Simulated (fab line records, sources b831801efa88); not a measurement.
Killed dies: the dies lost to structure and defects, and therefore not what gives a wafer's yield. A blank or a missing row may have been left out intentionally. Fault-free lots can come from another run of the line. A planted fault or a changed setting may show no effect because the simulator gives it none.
fab line records	flow sfq-line
record: lots: 14	wafers: 42	last-day: 81
route steps=325 shown I1@74
lots that met no fault: from a run of the same line without faults
start-h: start of the lot's first displayed wafer, in hours after the record's first day	wait-h: how many hours have passed since the lot's step before this one	" repeats the value in the row above	L1.1+2: several wafers, shown together as one row	- either no value or no given start	* or withheld: withheld	< > ~ a bound
route shown NAME@n: NAME is a module with steps in the file, n the number in the route of the first one	usual: the fault-free wafers' mean and standard deviation	same: alike in all rows	chamber/n: place in a boat	sites: readings site by site	_std_site: standard deviation of those values	_edge_site: the outer-site mean with the inner-site mean subtracted	radius-mm: for every site, how far away it sits from the centre of the wafer	mask NAME#n: copy n	behind: the tool/chamber that last shaped the wafer	hold: why the lot was held/for how many hours/how that ended	device: names the non-switching transistor (n, p or np)	end of line: the tests these same wafers got at the end of their route	a step given without rows: its recipe and nothing more	killed: at the first sort, the dies lost to defects and structure; wafer yield is something else	map: shows each die of a wafer: x if killed, . if not, _ if none is there
set.NAME: the setting the step ran with; set.NAME@STEP: the setting that earlier step ran with	model.NAME: the simulator's own value behind a step, which no gauge read
the route's steps for a sample of lots (tables are steps, rows are wafers)
services: a tool's chamber out of use, with start hour (start-h, from the record's first day; less than 0 if before it), hours out, and reason
== steps ==
step: SFQ_TRILAYER_I1_CMP_CMP_046
recipe: material: SiO2	down-force-psi: 3	platen-rpm: 60	pad-velocity-m-s: 0.94248
usual: edge-zone-pressure-frac: 1.000/0.0051	motor-current-A: 10.1/1.1	retaining-ring-pressure-frac: 1.000/0.0046	time-to-endpoint-s: 214/7.3
lot.wafer	tool	chamber	start-h	wait-h	edge-zone-pressure-frac	motor-current-A	retaining-ring-pressure-frac	time-to-endpoint-s
L852.4	cmp-02	0	543.12	10.3	1.002	10.3	0.996	212
L852.5	"	0	545.12	12.3	1.002	10.4	1.001	210
L852.6	"	1	"	"	0.992	10.9	1.005	217
L853.3	cmp-02	0	549.62	8.4	1.004	10.5	1.002	203
L853.4	"	1	"	"	1.000	10.7	1.005	216
L853.5	"	0	551.62	10.4	1.009	11.3	1.001	202
L855.4	cmp-01	3	569.20	2.8	0.995	10.8	0.990	231
L855.2	"	0	"	"	1.001	10.5	0.997	217
L855.1	"	2	570.70	4.3	1.000	10.7	0.996	214
L858.1	cmp-01	3	611.70	13.2	1.001	11.2	0.998	209
L858.2	"	1	612.70	14.2	1.003	9.4	1.001	209
L858.5	"	3	613.70	15.2	1.006	10.5	0.999	224
L860.3	cmp-01	1	641.20	11.5	0.996	9.3	0.993	211
L860.4	"	3	642.20	12.5	1.000	9.9	1.003	222
L860.2	"	0	"	"	0.987	9.9	0.992	204
L862.2	cmp-01	2	650.43	6.9	1.007	10.9	1.004	220
L862.1	"	3	"	"	0.999	11.0	1.000	220
L862.5	"	0	"	"	0.992	10.2	1.005	217
L864.4	cmp-02	1	658.88	5.7	0.999	11.1	0.991	213
L864.3	"	0	660.38	7.2	0.996	11.4	0.996	208
L864.6	"	2	661.38	8.2	1.010	9.9	1.002	217
L865.2	cmp-02	3	666.40	0.0	1.003	7.9	1.006	202
L865.5	"	3	668.40	2.0	0.994	7.7	0.997	208
L865.6	"	0	"	"	0.994	10.2	1.002	207
L868.4	cmp-02	1	688.30	1.5	1.003	10.9	1.001	204
L868.6	"	2	"	"	0.997	10.3	0.996	208
L868.5	"	3	"	"	0.996	7.5	1.003	204
L870.2	cmp-02	1	705.30	0.5	0.996	11.4	1.001	211
L870.4	"	2	"	"	0.991	10.3	1.002	229
L870.1	"	3	"	"	0.994	7.8	0.995	212
L872.3	cmp-02	3	715.89	0.5	0.994	7.9	0.997	217
L872.2	"	0	"	"	0.999	11.4	1.007	204
L872.5	"	2	717.39	2.0	1.003	10.1	0.999	218
L873.4	cmp-01	0	730.04	1.6	1.000	9.7	0.999	229
L873.3	"	2	731.04	2.6	0.994	11.5	0.998	213
L873.5	"	0	732.04	3.6	0.994	10.5	0.997	229
L874.3	cmp-01	2	742.13	4.2	0.993	10.5	0.993	204
L874.6	"	0	743.13	5.1	1.006	10.4	1.006	218
L874.5	"	1	"	"	1.007	9.2	0.998	217
L875.2	cmp-01	3	759.42	0.0	1.008	10.6	1.000	215
L875.3	"	2	760.92	1.5	1.005	10.6	1.007	209
L875.6	"	0	761.92	2.5	1.002	10.2	1.000	225
step: SFQ_I1_BOW_MEAS_912
recipe: mode: bow
usual: I1_BOW: 2/8.1
lot.wafer	tool	chamber	start-h	wait-h	I1_BOW[um]
L852.4	film-metro-04	-	546.18	2.6	8
L852.5	"	-	"	"	6
L852.6	"	-	"	"	21
L853.3	film-metro-01	-	552.16	2.0	-2
L853.4	"	-	"	"	-2
L853.5	"	-	"	"	-4
L855.1	film-metro-04	-	572.20	1.0	2
L855.2	"	-	"	"	5
L855.4	"	-	"	"	-1
L858.1	film-metro-04	-	614.20	2.0	3
L858.2	"	-	"	"	0
L858.5	"	-	"	"	10
L860.2	film-metro-01	-	644.22	1.0	0
L860.3	"	-	"	"	1
L860.4	"	-	"	"	7
L860.2	film-metro-01	-	645.54	1.3	-
L860.3	"	-	"	"	-
L860.4	"	-	"	"	-
L862.1	film-metro-03	-	652.43	1.0	12
L862.2	"	-	"	"	7
L862.5	"	-	"	"	2
L862.1	film-metro-03	-	653.75	1.3	-
L862.2	"	-	"	"	-
L862.5	"	-	"	"	-
L864.3	film-metro-03	-	661.92	1.0	3
L864.4	"	-	"	"	11
L864.6	"	-	"	"	20
L865.2	film-metro-01	-	669.42	2.5	20
L865.5	"	-	"	"	6
L865.6	"	-	"	"	12
L868.4	film-metro-04	-	689.86	1.1	10
L868.5	"	-	"	"	10
L868.6	"	-	"	"	-5
L870.1	film-metro-01	-	707.80	1.0	0
L870.2	"	-	"	"	8
L870.4	"	-	"	"	-13
L872.2	film-metro-03	-	718.41	1.5	-9
L872.3	"	-	"	"	-7
L872.5	"	-	"	"	0
L873.3	film-metro-01	-	733.08	1.5	2
L873.4	"	-	"	"	-8
L873.5	"	-	"	"	-4
L874.3	film-metro-03	-	744.17	1.5	9
L874.5	"	-	"	"	-6
L874.6	"	-	"	"	-18
L875.2	film-metro-04	-	762.44	2.5	1
L875.3	"	-	"	"	-5
L875.6	"	-	"	"	-2
step: SFQ_TRILAYER_I1_METRO_MEASURE_047
usual: thk-nm: 200.1/0.99
lot.wafer	tool	chamber	start-h	wait-h	thk-nm
L852.4	film-metro-04	-	546.84	0.6	198.9
L852.5	"	-	"	"	199.3
L852.6	"	-	"	"	199.8
L853.3	film-metro-01	-	552.64	0.5	198.2
L853.4	"	-	"	"	198.6
L853.5	"	-	"	"	200.0
L855.1	film-metro-04	-	572.32	0.1	199.4
L855.2	"	-	"	"	202.0
L855.4	"	-	"	"	200.7
L858.1	film-metro-04	-	614.32	0.1	201.9
L858.2	"	-	"	"	199.1
L858.5	"	-	"	"	199.8
L860.2	film-metro-01	-	649.32	3.8	216.1
L860.3	"	-	"	"	200.0
L860.4	"	-	"	"	201.2
L860.2	film-metro-01	-	651.40	1.9	216.3
L860.3	"	-	"	"	200.0
L860.4	"	-	"	"	201.1
L862.1	film-metro-03	-	656.63	2.9	200.3
L862.2	"	-	"	"	199.5
L862.5	"	-	"	"	215.1
L862.1	film-metro-03	-	657.99	1.2	200.4
L862.2	"	-	"	"	199.5
L862.5	"	-	"	"	215.2
L864.3	film-metro-03	-	662.40	0.5	199.2
L864.4	"	-	"	"	201.3
L864.6	"	-	"	"	200.1
L865.2	film-metro-01	-	669.72	0.3	200.5
L865.5	"	-	"	"	201.1
L865.6	"	-	"	"	199.7
L868.4	film-metro-04	-	690.52	0.6	199.4
L868.5	"	-	"	"	199.7
L868.6	"	-	"	"	201.0
L870.1	film-metro-01	-	707.92	0.1	200.5
L870.2	"	-	"	"	199.5
L870.4	"	-	"	"	199.7
L872.2	film-metro-03	-	718.71	0.3	199.4
L872.3	"	-	"	"	199.9
L872.5	"	-	"	"	201.2
L873.3	film-metro-01	-	733.56	0.5	199.9
L873.4	"	-	"	"	201.4
L873.5	"	-	"	"	201.7
L874.3	film-metro-03	-	744.65	0.5	200.2
L874.5	"	-	"	"	199.1
L874.6	"	-	"	"	202.0
L875.2	film-metro-04	-	762.74	0.3	201.4
L875.3	"	-	"	"	201.0
L875.6	"	-	"	"	200.7
step: SFQ_TRILAYER_I1_VIA_ETCH_VIA_ETCH_052
recipe: target: SiO2	stop-on: Nb	mask-material: PR	taper-deg: 20	chemistry: CHF3	target-depth-nm: 260	source-w: 500	bias-w: 80	pressure-mtorr: 30	time-s: withheld
usual: chamber-pressure-mTorr: 30.001/0.026	drypump-motor-current-A: 5.6/0.56	oes-product-au: 0.855/0.0053
lot.wafer	tool	chamber	start-h	wait-h	chamber-pressure-mTorr	drypump-motor-current-A	oes-product-au
L852.4	rie-diel-02	1	555.97	0.0	30.007	6.4	0.851
L852.5	"	0	"	"	30.063	5.9	0.854
L852.6	"	1	"	"	30.018	6.4	0.847
L853.3	rie-diel-01	1	560.77	0.0	29.979	5.9	0.848
L853.4	"	2	"	"	30.019	5.5	0.858
L853.5	"	3	"	"	30.035	4.8	0.859
L855.1	rie-diel-02	0	586.82	0.0	29.979	5.9	0.859
L855.2	"	1	"	"	29.980	6.4	0.859
L855.4	"	3	"	"	29.974	5.4	0.861
L858.1	rie-diel-01	1	623.73	0.0	30.026	5.9	0.862
L858.2	"	3	"	"	29.980	4.8	0.853
L858.5	"	3	"	"	29.966	4.8	0.855
L860.2	rie-diel-04	3	659.82	0.0	30.021	6.5	0.902
L860.3	"	0	"	"	30.026	6.2	0.859
L860.4	"	2	"	"	30.005	5.5	0.853
L862.1	rie-diel-04	3	664.78	0.0	29.984	6.4	0.860
L862.2	"	2	"	"	30.001	5.5	0.852
L862.5	"	1	"	"	30.013	5.2	0.890
L864.3	rie-diel-04	2	670.57	0.0	29.984	5.5	0.848
L864.4	"	0	"	"	30.013	6.2	0.855
L864.6	"	2	"	"	29.970	5.5	0.849
L865.2	rie-diel-02	0	675.37	0.0	30.043	5.9	0.851
L865.5	"	0	"	"	30.035	5.9	0.854
L865.6	"	1	"	"	29.961	6.4	0.847
L868.4	rie-diel-04	1	693.44	0.0	30.055	5.3	0.857
L868.5	"	0	"	"	29.982	6.2	0.850
L868.6	"	1	"	"	29.949	5.3	0.854
L870.1	rie-diel-01	2	860.05	0.0	30.020	5.5	0.853
L870.2	"	1	"	"	29.935	5.9	0.855
L870.4	"	0	"	"	30.040	4.8	0.854
L872.2	rie-diel-04	1	868.45	0.0	30.016	5.2	0.842
L872.3	"	3	"	"	29.986	6.4	0.855
L872.5	"	2	"	"	29.992	5.5	0.862
L873.3	rie-diel-02	2	875.65	0.0	30.017	5.5	0.856
L873.4	"	2	"	"	29.987	5.5	0.858
L873.5	"	3	"	"	29.986	5.4	0.856
L874.3	rie-diel-01	3	887.93	0.0	29.968	4.8	0.848
L874.5	"	3	"	"	29.984	4.8	0.852
L874.6	"	2	"	"	30.039	5.5	0.863
L875.2	rie-diel-01	0	907.95	0.0	30.021	4.8	0.860
L875.3	"	3	"	"	30.017	4.8	0.862
L875.6	"	3	"	"	29.993	4.8	0.859
== services ==
tool	chamber	start-h	hours	kind
rie-diel-04	2	523.43	7.7	repair
cmp-01	-	533.81	0.9	repair
cmp-02	-	553.15	1.4	repair
cmp-02	-	576.12	4.0	pm
film-metro-03	-	588.52	3.1	pm
film-metro-01	-	590.44	1.2	pm
film-metro-01	-	592.70	1.7	pm
rie-diel-01	3	606.13	12.9	repair
cmp-02	-	607.46	3.4	repair
cmp-02	-	615.62	0.4	repair
film-metro-01	-	635.36	0.5	pm
cmp-02	-	681.93	0.4	repair
film-metro-01	-	697.74	0.6	pm
cmp-02	-	700.57	0.3	repair
cmp-01	-	737.28	3.8	pm
cmp-01	-	747.13	4.0	pm
cmp-01	-	747.65	1.2	repair
film-metro-01	-	753.43	98.8	repair
cmp-02	-	766.31	1.0	repair
cmp-01	-	771.12	1.6	repair
cmp-02	-	782.20	10.3	repair
cmp-02	-	802.83	2.3	pm
film-metro-01	-	852.18	0.4	pm
film-metro-01	-	880.36	6.5	pm
== key ==
first-sign: step: SFQ_I1_BOW_MEAS_912	reading: visit	direction: added
effect: step: SFQ_TRILAYER_I1_METRO_MEASURE_047	reading: visit	direction: added
effect: step: SFQ_TRILAYER_I1_METRO_MEASURE_047	reading: thk-nm	direction: up	sigmas: 16	usual: 200.1	struck: 215.6
effect: step: SFQ_TRILAYER_I1_VIA_ETCH_VIA_ETCH_052	reading: oes-product-au	direction: up	sigmas: 7.6	usual: 0.855	struck: 0.896
met-at SFQ_TRILAYER_I1_CMP_CMP_046
struck-lots L860,L862
struck-wafers L860.2,L862.5
onset-between 569.20 641.20
fault: kind: process-parameter-drift	tool: cmp-01	chamber: 0	onset-h: 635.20	steps: SFQ_TRILAYER_I1_CMP_CMP_046	channel: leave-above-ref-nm	offset: 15	shape: step	end-h: 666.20	acts-in: these-recipes-only	stated: 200
